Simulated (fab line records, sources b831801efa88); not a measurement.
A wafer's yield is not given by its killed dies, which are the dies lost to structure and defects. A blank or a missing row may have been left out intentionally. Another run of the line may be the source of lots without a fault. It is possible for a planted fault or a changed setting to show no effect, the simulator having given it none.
Chamber matching    flow gf180mcu    4 sister chambers for GF_V3_CMP_26 on cmp-02
The step polishes, stops on SiO2, t overpolish 15 s, target thk 0 nm. 4 wafers are shown with their chamber, then 11 later ones without.

== WAFERS PAIRED WITH THEIR CHAMBERS ==
wafer   chamber  time-to-endpoint-s (s)
L090.1  0        80
L090.2  1        82
L090.3  2        82
L091.2  3        89

== WAFERS WITHOUT THEIR CHAMBER ==
wafer   time-to-endpoint-s (s)
L091.5  89
L091.6  86
L092.1  79
L092.2  81
L092.4  84
L093.1  84
L093.3  83
L093.5  82
L095.1  79
L095.2  79
L095.6  80

== WHICH CHAMBER EACH WENT THROUGH ==
wafer   from the rows above           in truth
L091.5  3                             3
L091.6  can't be placed: 3 or 1 or 2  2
L092.1  can't be placed: 0 or 1 or 2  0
L092.2  can't be placed: 0 or 1 or 2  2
L092.4  can't be placed: 1 or 2 or 0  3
L093.1  can't be placed: 1 or 2 or 0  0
L093.3  can't be placed: 1 or 2 or 0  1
L093.5  can't be placed: 1 or 2 or 0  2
L095.1  can't be placed: 0 or 1 or 2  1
L095.2  can't be placed: 0 or 1 or 2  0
L095.6  can't be placed: 0 or 1 or 2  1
Placed correctly: 1 of 11. From these rows, 10 cannot be placed; in 9 the true chamber is one of the candidates. Wrongly placed: 0.
How it was worked out, from the rows above alone: a wafer's distance from a chamber is the root of the sum, over the readings, of the square of ((its reading less the chamber's mean) divided by the reading's scatter). The wafer belongs to the nearest chamber; if the next one is less than 2 further off, it can't be placed. For every chamber, the mean is computed from those of its wafers that are shown. The scatter: root of mean squared gap, hidden wafer to nearest shown wafer, with one shown wafer a chamber.
